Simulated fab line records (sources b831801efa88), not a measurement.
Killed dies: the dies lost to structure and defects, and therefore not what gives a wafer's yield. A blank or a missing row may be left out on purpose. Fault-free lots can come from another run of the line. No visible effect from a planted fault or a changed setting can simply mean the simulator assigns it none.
fab line records ; flow sky130
record: lots: 14; wafers: 42; last_day: 51
route steps=708 shown CAP2M@606 METAL4@633 VIA4@641
lots that met no fault: from a run of the same line without faults
start_h: hours from the record's first day to the start of the lot's first wafer shown ; wait_h: hours since the lot's step before ; " as in the row above ; L1.1+2: several wafers, shown together as one row ; - either no value or no given start ; * or withheld: withheld ; < > ~ a bound
route shown NAME@n: names a module that has steps shown in the file, with the first one's number in the route ; usual: mean/standard deviation of fault-free wafers ; same: alike in all rows ; chamber/n: place in a boat ; sites: the reading at each site ; _std_site: the standard deviation of these ; _edge_site: outer sites' mean less inner sites' ; radius_mm: for every site, how far away it sits from the centre of the wafer ; mask NAME#n: copy n ; behind: the tool/chamber that last shaped the wafer ; hold: why the lot went on hold/how many hours it stayed there/how the hold came to an end ; device: the transistor (n, p or np) that didn't switch ; end of line: at the end of the route, the tests of the same wafers ; a step with no rows: only its recipe ; killed: dies lost to structure and defects at the first sort, not the wafer's yield ; map: a wafer's dies, x killed, . not, _ none there
set.NAME: the setting that was run; set.NAME@STEP: the one run at that earlier step ; model.NAME: the simulator's own value behind a step, which no gauge read
a sample of lots followed through the steps of the route, with each step as a table and each wafer as a row
services: the hour from which a tool's chamber was out of use, counted from the record's first day as start_h (under 0 if before that day), plus the number of hours and why
== steps ==
step: SKY_CAP2M_RS_MEAS_03
recipe: thk_meas_gauge: four-point-probe; reads: TiN_of_CAP2M_SPUTTER_02
usual: CAP2M_TIN_RS: 6.92/0.062
lot.wafer;tool;chamber;start_h;wait_h;CAP2M_TIN_RS[ohm/sq]
L397.2;film_metro-01;-;953.74;0.1;6.86
L397.4;film_metro-01;-;953.74;0.1;6.90
L397.5;film_metro-01;-;953.74;0.1;6.88
L398.1;film_metro-04;-;964.22;0.1;6.87
L398.3;film_metro-04;-;964.22;0.1;6.92
L398.4;film_metro-04;-;964.22;0.1;6.96
L401.1;film_metro-02;-;984.13;0.1;6.94
L401.4;film_metro-02;-;984.13;0.1;6.93
L401.6;film_metro-02;-;984.13;0.1;6.94
L402.4;film_metro-01;-;986.71;0.1;6.87
L402.5;film_metro-01;-;986.71;0.1;6.85
L402.6;film_metro-01;-;986.71;0.1;6.85
L404.3;film_metro-04;-;1006.29;0.1;6.91
L404.4;film_metro-04;-;1006.29;0.1;6.92
L404.6;film_metro-04;-;1006.29;0.1;6.83
L408.1;film_metro-02;-;1030.75;0.1;6.94
L408.2;film_metro-02;-;1030.75;0.1;6.94
L408.3;film_metro-02;-;1030.75;0.1;6.97
L413.2;film_metro-01;-;1066.53;0.1;6.88
L413.4;film_metro-01;-;1066.53;0.1;6.90
L413.5;film_metro-01;-;1066.53;0.1;6.89
L414.1;film_metro-01;-;1072.48;0.1;6.91
L414.2;film_metro-01;-;1072.48;0.1;6.86
L414.5;film_metro-01;-;1072.48;0.1;6.91
L415.3;film_metro-01;-;1073.82;0.1;6.95
L415.4;film_metro-01;-;1073.82;0.1;7.06
L415.5;film_metro-01;-;1073.82;0.1;7.07
L416.1;film_metro-04;-;1076.91;0.1;7.01
L416.3;film_metro-04;-;1076.91;0.1;6.92
L416.6;film_metro-04;-;1076.91;0.1;6.95
L417.1;film_metro-01;-;1083.88;0.1;6.98
L417.2;film_metro-01;-;1083.88;0.1;6.94
L417.3;film_metro-01;-;1083.88;0.1;6.99
L418.1;film_metro-04;-;1092.77;0.1;6.92
L418.4;film_metro-04;-;1092.77;0.1;6.89
L418.6;film_metro-04;-;1092.77;0.1;6.88
L419.3;film_metro-04;-;1093.27;0.1;6.83
L419.5;film_metro-04;-;1093.27;0.1;6.89
L419.6;film_metro-04;-;1093.27;0.1;6.81
L420.2;film_metro-01;-;1097.68;0.1;6.79
L420.3;film_metro-01;-;1097.68;0.1;6.85
L420.6;film_metro-01;-;1097.68;0.1;6.81
step: SKY_CAP2M_OVL_MEAS_12
usual: CAP2M_OVL: 0.8/1.3
lot.wafer;tool;chamber;start_h;wait_h;CAP2M_OVL[nm]
L397.2;overlay-01;-;978.40;0.1;-0.2
L397.4;overlay-01;-;978.40;0.1;1.3
L397.5;overlay-01;-;978.40;0.1;-0.2
L398.1;overlay-02;-;988.62;0.1;-0.1
L398.3;overlay-02;-;988.62;0.1;0.9
L398.4;overlay-02;-;988.62;0.1;2.2
L401.1;overlay-02;-;1008.22;0.1;-0.1
L401.4;overlay-02;-;1008.22;0.1;0.0
L401.6;overlay-02;-;1008.22;0.1;-0.1
L402.4;overlay-02;-;1009.72;0.1;-0.3
L402.5;overlay-02;-;1009.72;0.1;1.2
L402.6;overlay-02;-;1009.72;0.1;-1.1
L404.3;overlay-02;-;1029.73;0.1;3.8
L404.4;overlay-02;-;1029.73;0.1;0.8
L404.6;overlay-02;-;1029.73;0.1;2.2
L408.1;overlay-01;-;1052.77;0.1;-0.7
L408.2;overlay-01;-;1052.77;0.1;1.0
L408.3;overlay-01;-;1052.77;0.1;-0.7
L413.2;overlay-01;-;1088.35;0.1;3.3
L413.4;overlay-01;-;1088.35;0.1;1.9
L413.5;overlay-01;-;1088.35;0.1;2.5
L414.1;overlay-02;-;1094.40;0.1;-0.6
L414.2;overlay-02;-;1094.40;0.1;-0.9
L414.5;overlay-02;-;1094.40;0.1;0.3
L415.3;overlay-01;-;1094.78;0.1;1.4
L415.4;overlay-01;-;1094.78;0.1;1.6
L415.5;overlay-01;-;1094.78;0.1;0.8
L416.1;overlay-01;-;1098.40;0.1;0.3
L416.3;overlay-01;-;1098.40;0.1;2.0
L416.6;overlay-01;-;1098.40;0.1;0.2
L417.1;overlay-02;-;1105.10;0.1;-0.4
L417.2;overlay-02;-;1105.10;0.1;0.1
L417.3;overlay-02;-;1105.10;0.1;0.4
L418.1;overlay-02;-;1112.95;0.1;-0.4
L418.4;overlay-02;-;1112.95;0.1;0.2
L418.6;overlay-02;-;1112.95;0.1;-0.9
L419.3;overlay-02;-;1113.92;0.1;1.2
L419.5;overlay-02;-;1113.92;0.1;2.9
L419.6;overlay-02;-;1113.92;0.1;-0.1
L420.2;overlay-01;-;1118.15;0.1;-1.7
L420.3;overlay-01;-;1118.15;0.1;0.4
L420.6;overlay-01;-;1118.15;0.1;0.6
step: SKY_METAL4_ETCH_17
recipe: target: SiO2; stop_on: TiN; chemistry: C4F8/O2/Ar; source_w: 1500; bias_w: 1200; pressure_mtorr: 40; c4f8_flow_sccm: withheld; O2_flow_sccm: 6; Ar_flow_sccm: 300; time_s: 3.9; target_depth_a: 150
usual: bias_w: 1200/3.4; chamber_pressure_mTorr: 40.00/0.036; oes_product_au: 0.755/0.0068
lot.wafer;tool;chamber;start_h;wait_h;bias_w;chamber_pressure_mTorr;oes_product_au
L397.2;rie_diel-01;1;1004.00;0.1;1197;40.02;0.746
L397.4;rie_diel-01;3;1004.00;0.1;1195;40.05;0.762
L397.5;rie_diel-01;0;1004.00;0.1;1200;39.96;0.763
L398.1;rie_diel-02;3;1013.43;0.1;1200;40.00;0.750
L398.3;rie_diel-02;1;1013.43;0.1;1200;39.98;0.752
L398.4;rie_diel-02;2;1013.43;0.1;1201;40.02;0.764
L401.1;rie_diel-02;3;1032.75;0.1;1193;40.02;0.752
L401.4;rie_diel-02;0;1032.75;0.1;1195;39.95;0.748
L401.6;rie_diel-02;3;1032.75;0.1;1204;39.98;0.755
L402.4;rie_diel-02;3;1034.60;0.0;1208;39.99;0.753
L402.5;rie_diel-02;2;1034.60;0.0;1195;40.04;0.760
L402.6;rie_diel-02;1;1034.60;0.0;1207;40.01;0.755
L404.3;rie_diel-01;0;1052.45;0.0;1200;39.93;0.753
L404.4;rie_diel-01;2;1052.45;0.0;1204;40.10;0.752
L404.6;rie_diel-01;2;1052.45;0.0;1203;40.01;0.763
L408.1;rie_diel-02;0;1076.30;0.1;1200;39.99;0.752
L408.2;rie_diel-02;3;1076.30;0.1;1198;39.98;0.743
L408.3;rie_diel-02;1;1076.30;0.1;1199;39.95;0.745
L413.2;rie_diel-01;2;1110.80;0.1;-;-;-
L413.4;rie_diel-01;1;1110.80;0.1;-;-;-
L413.5;rie_diel-01;0;1110.80;0.1;-;-;-
L414.1;rie_diel-03;2;1116.55;0.1;-;-;-
L414.2;rie_diel-03;1;1116.55;0.1;-;-;-
L414.5;rie_diel-03;0;1116.55;0.1;-;-;-
L415.3;rie_diel-01;0;1116.90;0.0;1199;40.03;0.749
L415.4;rie_diel-01;1;1116.90;0.0;1197;40.03;0.761
L415.5;rie_diel-01;1;1116.90;0.0;1198;39.98;0.763
L416.1;rie_diel-02;3;1120.80;0.1;1206;39.98;0.742
L416.3;rie_diel-02;2;1120.80;0.1;1197;39.94;0.754
L416.6;rie_diel-02;1;1120.80;0.1;1200;40.06;0.753
L417.1;rie_diel-01;1;1127.30;0.1;1198;39.98;0.742
L417.2;rie_diel-01;0;1127.30;0.1;1202;40.08;0.749
L417.3;rie_diel-01;2;1127.30;0.1;1201;40.00;0.750
L418.1;rie_diel-01;3;1134.45;0.1;1206;40.00;0.752
L418.4;rie_diel-01;1;1134.45;0.1;1202;40.04;0.758
L418.6;rie_diel-01;3;1134.45;0.1;1200;39.95;0.755
L419.3;rie_diel-03;1;1135.33;0.0;1198;39.99;0.749
L419.5;rie_diel-03;1;1135.33;0.0;1200;39.94;0.752
L419.6;rie_diel-03;0;1135.33;0.0;1202;39.95;0.766
L420.2;rie_diel-02;2;1138.98;0.1;1197;40.04;0.752
L420.3;rie_diel-02;1;1138.98;0.1;1200;40.02;0.747
L420.6;rie_diel-02;1;1138.98;0.1;1201;40.02;0.755
step: SKY_VIA4_CMP_02
recipe: material: SiO2; down_force_psi: 4; platen_rpm: 60; pad_velocity_m_s: 0.94248
usual: motor_current_A: 12.3/1.4
lot.wafer;tool;chamber;start_h;wait_h;motor_current_A
L397.4;cmp-02;3;1005.15;0.0;14.1
L397.2;cmp-02;0;1005.15;0.0;9.3
L397.5;cmp-02;0;1005.15;0.0;9.0
L398.3;cmp-01;1;1014.59;0.1;13.4
L398.4;cmp-01;2;1014.59;0.1;12.6
L398.1;cmp-01;3;1014.59;0.1;12.3
L401.1;cmp-01;3;1034.02;0.3;12.8
L401.4;cmp-01;2;1034.02;0.3;12.7
L401.6;cmp-01;0;1034.02;0.3;11.5
L402.4;cmp-01;1;1035.66;0.0;12.2
L402.6;cmp-01;1;1035.66;0.0;12.7
L402.5;cmp-01;2;1035.66;0.0;12.2
L404.4;cmp-02;1;1053.57;0.1;12.7
L404.3;cmp-02;2;1053.57;0.1;11.4
L404.6;cmp-02;1;1053.57;0.1;12.6
L408.2;cmp-01;1;1077.34;0.0;12.1
L408.1;cmp-01;2;1077.34;0.0;12.6
L408.3;cmp-01;0;1077.34;0.0;11.5
L415.3;cmp-02;2;1117.98;0.0;12.2
L415.4;cmp-02;3;1117.98;0.0;15.4
L415.5;cmp-02;3;1117.98;0.0;14.6
L416.3;cmp-01;0;1121.88;0.1;11.7
L416.1;cmp-01;2;1121.88;0.1;12.6
L416.6;cmp-01;0;1121.88;0.1;11.9
L417.3;cmp-01;2;1128.33;0.0;12.5
L417.1;cmp-01;0;1128.33;0.0;11.9
L417.2;cmp-01;1;1128.33;0.0;12.4
L418.1;cmp-01;0;1135.50;0.1;11.1
L418.4;cmp-01;3;1135.50;0.1;12.5
L418.6;cmp-01;1;1135.50;0.1;12.5
L419.3;cmp-01;1;1136.41;0.1;13.0
L419.5;cmp-01;0;1136.41;0.1;11.7
L419.6;cmp-01;1;1136.41;0.1;12.5
L420.3;cmp-01;1;1140.16;0.1;12.5
L420.2;cmp-01;2;1140.16;0.1;13.2
L420.6;cmp-01;3;1140.16;0.1;13.0
== services ==
tool;chamber;start_h;hours;kind
cmp-01;-;980.13;2.3;repair
rie_diel-03;0;989.05;4.8;repair
rie_diel-02;0;989.32;-;clean
rie_diel-02;0;989.32;38.1;scheduled_down
rie_diel-02;0;989.32;38.1;vent_cycle
cmp-02;-;996.82;0.4;repair
rie_diel-03;3;997.09;11.6;repair
cmp-02;-;997.22;6.5;pm
rie_diel-03;1;1030.13;9.6;repair
cmp-01;-;1047.07;0.5;repair
cmp-01;-;1063.15;8.4;pm
cmp-02;-;1084.00;4.0;pm
rie_diel-02;-;1085.96;14.6;pm
cmp-02;-;1089.97;0.2;repair
cmp-02;-;1091.01;1.2;repair
rie_diel-01;3;1092.07;1.8;repair
rie_diel-01;2;1095.21;1.6;repair
rie_diel-02;3;1102.74;10.6;repair
cmp-01;-;1103.97;0.9;repair
rie_diel-02;2;1112.94;5.4;repair
cmp-01;-;1113.85;1.1;repair
rie_diel-03;2;1133.02;4.3;repair
rie_diel-03;1;1137.60;12.5;repair
cmp-01;-;1137.91;0.8;repair
== key ==
first_sign: step: SKY_METAL4_ETCH_17; reading: tool_record; direction: missing
effect none on later readings
met_at SKY_METAL4_ETCH_17
struck_lots L413,L414
later_rows_left_out L413.2,L413.4,L413.5,L414.1,L414.2,L414.5
sort_left_out L413.2,L413.4,L413.5,L414.1,L414.2,L414.5
not_acting_at SKY_CAP2M_RS_MEAS_03,SKY_CAP2M_OVL_MEAS_12,SKY_VIA4_CMP_02
onset_between 1052.45 1110.80
fault: kind: skipped_step_whole; tool: rie_diel-01,rie_diel-03; chamber: -; onset_h: 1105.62; steps: SKY_METAL4_ETCH_17; scope: struck_lots_only
sort_left_out: the simulated sort isn't trusted on such a fault, so these wafers' sort isn't shown, and their yield isn't known
later_rows_left_out: the simulator's readings of these wafers behind a module that went badly wrong aren't trusted and aren't shown, but for the sort
